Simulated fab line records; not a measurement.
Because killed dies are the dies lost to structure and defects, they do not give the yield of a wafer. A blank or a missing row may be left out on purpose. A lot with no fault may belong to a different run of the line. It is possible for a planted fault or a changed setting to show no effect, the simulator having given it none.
Comparing a struck lot with a sound one ; flow sky130 ; 37 steps out of a route of 708
Sound: these wafers, L304.1, L304.3, L304.4. Struck: wafer L309.6. (L309.3 of the same lot was not struck and is left out.) The cause comes at the end.
Order at every step that has rows: each side's tool, ch and its chambers, its first start. Under that, the readings that differ: sound wafers ; struck wafers ; difference of the means ; sigmas: that difference in standard deviations of wafers without a fault.
alike: readings with means less than 2 such deviations apart, plus words and numbers identical on both sides. not compared: withheld readings, readings lacking a value on some wafer, bounds such as >300 that could conceal the same value, and numbers that have no deviation in the record and whose values overlap.
A row with sigmas, a row that says differs or no value, or rows on one side alone: a step with any of these is where the two part. Non-overlapping numbers with no deviation appear without sigmas and do not part them. A reading missing from all wafers of one side parts the sides only when that side holds two or more wafers.

first, 1 step without rows for these wafers: SKY_METAL2_DEVELOP_14 (develop time 60 s).
SKY_METAL2_CD_MEAS_15: target cd 140 nm.
  sound: cdSem-01 at day 36 02:23; struck: cdSem-01 at day 37 15:21
  alike: cdNm
SKY_METAL2_OVL_MEAS_16:
  sound: overlay-01 at day 36 02:31; struck: overlay-02 at day 37 15:27
  alike: METAL2_OVL
SKY_METAL2_DESCUM_17: chemistry O2, time 8 s.
  sound on rieMetal-03 ch 0,1, day 36 02:33; struck on rieMetal-02 ch 1, day 37 15:29
  alike: drypumpMotorCurrentA, oesProductAu, rfFwdPowerW
  not compared: rfHoursCounterH
SKY_METAL2_ETCH_18: etches BARC in N2/H2, stops on SiO2, time 45.9 s, target depth 60 nm.
  sound on rieMetal-03 ch 0,1, day 36 02:35; struck on rieMetal-02 ch 1, day 37 15:31
reading;sound;struck;difference;sigmas
throttleValvePct (%);13.224 13.216 13.232;13.247;+0.023;+2
  alike: drypumpMotorCurrentA, oesProductAu, rfFwdPowerW
  not compared: rfHoursCounterH
SKY_METAL2_METAL_ETCH_19: etches the open film in Cl2/BCl3, stops on SiO2, target depth 360 nm, time 78 s.
  sound on rieMetal-03 ch 0,1, day 36 02:38; struck on rieMetal-02 ch 1, day 37 15:35
  alike: drypumpMotorCurrentA, mfcCl2Sccm, oesProductAu, rfFwdPowerW, throttleValvePct
  not compared: rfHoursCounterH
then, 5 steps without rows for these wafers: SKY_METAL2_STRIP_20 (strips in O2/N2); SKY_METAL2_STRIP_21 (strips in post etch residue remover, time 1200 s); SKY_METAL2_CLEAN_22 (cleans in IPA, time 180 s); SKY_METAL2_CLEAN_23 (cleans in O3/DIW); SKY_VIA2_HDPCVD_00 (deposits SiO2, target thk 1180 nm, time 196.7 s).
SKY_VIA2_THK_MEAS_01:
  sound: filmMetro-01 at day 36 03:31; struck: filmMetro-02 at day 37 16:26
  alike: VIA2_HDPCVD_THK
SKY_VIA2_CMP_02: polishes SiO2.
  sound on cmp-01 ch 0,1,3, day 36 03:35; struck on cmp-01 ch 2, day 37 16:31
reading;sound;struck;difference;sigmas
model.SiO2_of_VIA2_HDPCVD_00.thkNm (nm);495.1 494.8 496;618.8;+123.5;
  alike: motorCurrentA
SKY_VIA2_BOW_MEAS_03:
  sound: filmMetro-03 at day 36 03:53; struck: filmMetro-03 at day 37 16:49
reading;sound;struck;difference;sigmas
VIA2_BOW (um);89 86 79;102;+17;+2
then, 8 steps without rows for these wafers: SKY_VIA2_DEHYDRATE_04 (time 60 s); SKY_VIA2_HMDS_05 (prime time 60 s); SKY_VIA2_COAT_06 (resist thk 60 nm); SKY_VIA2_COAT_07 (resist thk 450 nm); SKY_VIA2_SOFTBAKE_08 (time 90 s); SKY_VIA2_EXPOSE_09 (exposes mask VIM2, target cd 200 nm); SKY_VIA2_PEB_10; SKY_VIA2_DEVELOP_11 (develop time 60 s).
SKY_VIA2_CD_MEAS_12: target cd 200 nm.
  sound: cdSem-01 at day 37 04:16; struck: cdSem-02 at day 38 18:29
  alike: cdNm
SKY_VIA2_OVL_MEAS_13:
  sound: overlay-02 at day 37 04:23; struck: overlay-02 at day 38 18:34
  alike: VIA2_OVL
then, 1 step without rows for these wafers: SKY_VIA2_ETCH_14 (etches BARC in N2/H2, stops on SiO2, time 45.9 s, target depth 60 nm).
SKY_VIA2_ETCH_15: etches SiO2 in C4F8/O2/Ar, stops on TiN, target depth 546 nm, time 84 s.
  sound on rieDiel-01 ch 1,2, day 37 04:28; struck on rieDiel-01 ch 0, day 38 18:38
reading;sound;struck;difference;sigmas
oesProductAu (a.u.);0.941 0.942 0.930;1.010;+0.072;+16
rfFwdPowerW (W);1490 1474 1475;1495;+15;+3
model.etch.depthNm (nm);495.1 494.8 496;554.1;+58.8;
model.VIA2.featureDepthNm (nm);495.1 494.8 496;554.1;+58.8;
  not compared: rfHoursCounterH
then, 4 steps without rows for these wafers: SKY_VIA2_STRIP_16 (strips in O2/N2); SKY_VIA2_STRIP_17 (strips in post etch residue remover, time 1200 s); SKY_VIA2_CLEAN_18 (cleans in IPA, time 180 s); SKY_VIA2_CLEAN_19 (cleans in O3/DIW).
SKY_VIA2_SPUTTER_20: material TiN, target thk 20 nm, time 80 s.
  sound: pvdSputter-03 at day 37 05:07; struck: pvdSputter-04 at day 38 19:18
  alike: cathodeDcPowerW, chamberPressurePa, throttleValvePct
then, 1 step without rows for these wafers: SKY_VIA2_CVD_21 (deposits W, target thk 420 nm, time 126.4 s).
SKY_VIA2_CMP_24: polishes, stops on SiO2, t overpolish 20 s, target thk 0 nm.
  sound on cmp-02 ch 0,1,2, day 37 05:29; struck on cmp-02 ch 3, day 38 19:49
reading;sound;struck;difference;sigmas
model.SiO2_of_VIA2_HDPCVD_00.thkNm (nm);490.7 490.4 491.6;614.4;+123.5;
  alike: motorCurrentA
SKY_METAL3_SPUTTER_00: material Ti, target thk 15 nm, time 10 s.
  the record holds rows for the sound wafers here (pvdSputter-02, day 37 05:47) but none for the struck ones
SKY_METAL3_SPUTTER_01: material TiN, target thk 20 nm, time 16.7 s.
  the record holds rows for the sound wafers here (pvdSputter-02, day 37 05:49) but none for the struck ones
SKY_METAL3_SPUTTER_02: material AlCu, target thk 735 nm, time 39.1 s.
  the record holds rows for the sound wafers here (pvdSputter-02, day 37 05:50) but none for the struck ones
-- the record jumps here: 9 days lie between the struck wafers' starts before and after (it left off in module METAL3 and takes up again in module PAD_OPEN, whose first step shown is number 708 of the route) --
SKY_PAD_OPEN_PROBE_99:
  sound: prober-01 at day 46 12:13; struck: prober-01 at day 47 17:07
reading;sound;struck;difference;sigmas
model.etest.nfetG5v0d10v5.underFloor;0 0 0;1;+1;
model.etest.tipSonos.open;0 0 0;1;+1;
model.etest.diodeNdiffPwell.underFloor;0 0 0;1;+1;
model.etest.liComb.underFloor;0 0 0;1;+1;
model.etest.nfet_01v8_turned.underFloor;0 0 0;1;+1;
model.etest.pfet_01v8_hvt.underFloor;0 0 0;1;+1;
model.etest.resPdiff.open;0 0 0;1;+1;
model.etest.sramPfetLatch.open;0 0 0;1;+1;

== WHERE THEY PART ==
Last at SKY_METAL3_SPUTTER_02 as far as this record goes, first at SKY_METAL2_ETCH_18.

WHY: what the simulator had put in
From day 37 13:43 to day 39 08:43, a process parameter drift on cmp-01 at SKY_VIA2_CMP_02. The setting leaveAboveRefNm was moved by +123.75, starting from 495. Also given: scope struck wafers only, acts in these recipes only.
